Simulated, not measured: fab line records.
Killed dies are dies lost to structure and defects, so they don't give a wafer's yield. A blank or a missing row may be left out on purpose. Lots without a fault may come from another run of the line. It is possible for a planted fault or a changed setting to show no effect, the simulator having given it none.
Which tool was responsible? + flow gf180mcu + 11 lots, 33 wafers sampled, at 4 steps of a route of 602

== WHAT THE GAUGES READ, wafer by wafer ==
GF_VT_IMPLANT_TW_MEAS_43.
| lot  | measured     | on            | VT_IMPLANT_4_TW   |
|------|--------------|---------------|-------------------|
| L380 | day 7 12:15  | film metro-03 | 693 696 695       |
| L384 | day 8 15:36  | film metro-03 | 30 30 30 30 30 30 |
| L385 | day 9 00:50  | film metro-01 | 30 30 30 30 30 30 |
| L386 | day 9 04:43  | film metro-02 | 682 681 686       |
| L396 | day 12 00:52 | film metro-02 | 677 683 687       |
| L397 | day 12 07:23 | film metro-01 | 692 692 694       |
| L398 | day 12 14:10 | film metro-02 | 684 681 685       |
| L399 | day 12 21:37 | film metro-02 | 681 680 686       |
| L400 | day 13 04:01 | film metro-03 | 694 694 696       |
| L401 | day 13 11:55 | film metro-02 | 686 686 683       |
| L403 | day 14 00:35 | film metro-02 | 690 691 688       |

== WHICH TOOL RAN EACH LOT (tool, then ch and the chambers of the sampled wafers, then the start) ==
| lot  | GF_NWELL_STRIP_10                   | GF_VT_IMPLANT_STRIP_31               | GF_VT_IMPLANT_STRIP_42               |
|------|-------------------------------------|--------------------------------------|--------------------------------------|
| L380 | plasma asher-03 ch 0,1, day 3 07:47 | plasma asher-04 ch 0,1, day 6 20:32  | plasma asher-01 ch 0,1, day 7 12:09  |
| L384 | plasma asher-03 ch 0,1, day 4 04:54 | plasma asher-04 ch 0,1, day 7 22:29  | plasma asher-01 ch 0,1, day 8 15:30  |
| L385 | plasma asher-04 ch 0,1, day 4 12:33 | plasma asher-01 ch 0,1, day 8 08:07  | plasma asher-01 ch 0,1, day 9 00:44  |
| L386 | plasma asher-04 ch 0,1, day 4 15:45 | plasma asher-01 ch 0,1, day 8 11:47  | plasma asher-01 ch 0,1, day 9 04:37  |
| L396 | plasma asher-03 ch 0,1, day 6 23:01 | plasma asher-01 ch 0,1, day 11 06:06 | plasma asher-01 ch 0,1, day 12 00:46 |
| L397 | plasma asher-04 ch 0,1, day 7 05:09 | plasma asher-01 ch 0,1, day 11 12:23 | plasma asher-03 ch 0,1, day 12 07:17 |
| L398 | plasma asher-01 ch 0,1, day 7 10:36 | plasma asher-03 ch 0,1, day 11 19:01 | plasma asher-01 ch 0,1, day 12 14:04 |
| L399 | plasma asher-01 ch 0,1, day 7 15:46 | plasma asher-04 ch 0,1, day 12 01:54 | plasma asher-01 ch 0, day 12 21:31   |
| L400 | plasma asher-04 ch 0,1, day 7 21:06 | plasma asher-03 ch 0,1, day 12 08:20 | plasma asher-03 ch 0,1, day 13 03:56 |
| L401 | plasma asher-01 ch 0,1, day 8 04:03 | plasma asher-01 ch 0, day 12 15:37   | plasma asher-03 ch 1, day 13 11:48   |
| L403 | plasma asher-04 ch 0,1, day 8 15:03 | plasma asher-01 ch 0,1, day 13 04:11 | plasma asher-04 ch 0,1, day 14 00:29 |
- GF_NWELL_STRIP_10: strips in O2/N2.
- GF_VT_IMPLANT_STRIP_31: strips in O2/N2.
- GF_VT_IMPLANT_STRIP_42: strips in O2/N2.

== THE ANSWER, worked out from the rows above alone ==
Rule: the lots themselves supply what counts as usual. Put in order of their means at a reading, lots are off if they are a third of the lots or fewer, leave a main group of 4 or more, and stand apart from it by a gap of 3 or more times the standard deviation of the main group's means; of several such gaps the widest counts. If all means in a main group match to the digits the tables above print for the reading, that group is not used. Also off: a lot with no number at a reading for which 4 or more lots have one. Where the step has rows for the other lots, those lots are counted as sound.
Off: at GF_VT_IMPLANT_TW_MEAS_43 (VT_IMPLANT_4_TW), L384, L385. The main group has a mean of 688 with a standard deviation of 5.1.
If a tool, at a process step before that reading, ran all the lots that are off and no sound lot after the first of them, it fits. Gauges at GF_VT_IMPLANT_TW_MEAS_43: tried the same way as those tools. No candidate that was tried fits.

== WHAT HAD BEEN PUT IN BY THE SIMULATOR ==
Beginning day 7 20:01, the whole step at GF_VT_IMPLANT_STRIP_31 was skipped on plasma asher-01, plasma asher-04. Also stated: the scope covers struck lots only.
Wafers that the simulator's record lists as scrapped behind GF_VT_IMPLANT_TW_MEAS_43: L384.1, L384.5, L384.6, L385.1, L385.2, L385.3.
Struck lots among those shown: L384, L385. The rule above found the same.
